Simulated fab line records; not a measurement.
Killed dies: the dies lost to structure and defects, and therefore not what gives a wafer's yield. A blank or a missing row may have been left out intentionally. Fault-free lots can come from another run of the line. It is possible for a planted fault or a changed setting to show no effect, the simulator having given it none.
Which tool is to blame? | flow gf180mcu | 21 wafers from 7 lots sampled at 3 of the route's 602 steps

## WHAT THE GAUGES SHOWED, per wafer
GF_M3_THK_MEAS_06: measures by xrf.
lot  | measured     | on            | M3_ALCU_THK (nm)
L667 | day 21 17:11 | film_metro-03 | 460 456 450
L670 | day 22 21:01 | film_metro-03 | 447 444 449
L673 | day 24 03:43 | film_metro-03 | 447 455 457
L675 | day 24 12:06 | film_metro-01 | 440 448 449
L677 | day 25 06:48 | film_metro-02 | 444 448 450
L683 | day 26 23:55 | film_metro-02 | 462 455 448
L687 | day 28 00:56 | film_metro-02 | 443 443 440

## EACH LOT AND THE TOOL THAT RAN IT (in order: tool; ch and the chambers of the sampled wafers; start)
lot  | GF_CONTACT_ETCH_17                 | GF_M3_SPUTTER_00
L667 | rie_diel-02 ch 0,1,2, day 17 09:00 | pvd_sputter-02, day 21 16:50
L670 | rie_diel-03 ch 0,3, day 18 12:00   | pvd_sputter-04, day 22 20:32
L673 | rie_diel-03 ch 0,1,3, day 19 20:00 | pvd_sputter-03, day 24 03:23
L675 | rie_diel-01 ch 2,3, day 20 07:00   | pvd_sputter-04, day 24 11:45
L677 | rie_diel-03 ch 2,3, day 21 03:00   | pvd_sputter-03, day 25 06:28
L683 | rie_diel-01 ch 1,3, day 23 01:00   | pvd_sputter-03, day 26 23:35
L687 | rie_diel-02 ch 0,1,2, day 24 05:00 | pvd_sputter-04, day 28 00:35
- GF_CONTACT_ETCH_17: etches SiO2 in C4F8/O2/Ar, stops on CoSi2, target depth 860 nm.
- GF_M3_SPUTTER_00: material Ti, target thk 37.5 nm, time 150 s.

## THE ANSWER, worked out from the rows above alone
Rule: the usual values come from the lots themselves. Put in order of their means at a reading, lots are off if they are a third of the lots or fewer, leave a main group of 4 or more, and stand apart from it by a gap of 3 or more times the standard deviation of the main group's means; of several such gaps the widest counts. The tables above print the reading to a certain number of digits; a main group whose means all agree to those digits is not used. A lot without any number at a reading at which 4 lots or more have one is off too. Any other lot the step has rows for is counted as sound.
Across all readings shown, no lot is off: no conclusion can be drawn from this.

## WHAT THE SIMULATOR PUT IN
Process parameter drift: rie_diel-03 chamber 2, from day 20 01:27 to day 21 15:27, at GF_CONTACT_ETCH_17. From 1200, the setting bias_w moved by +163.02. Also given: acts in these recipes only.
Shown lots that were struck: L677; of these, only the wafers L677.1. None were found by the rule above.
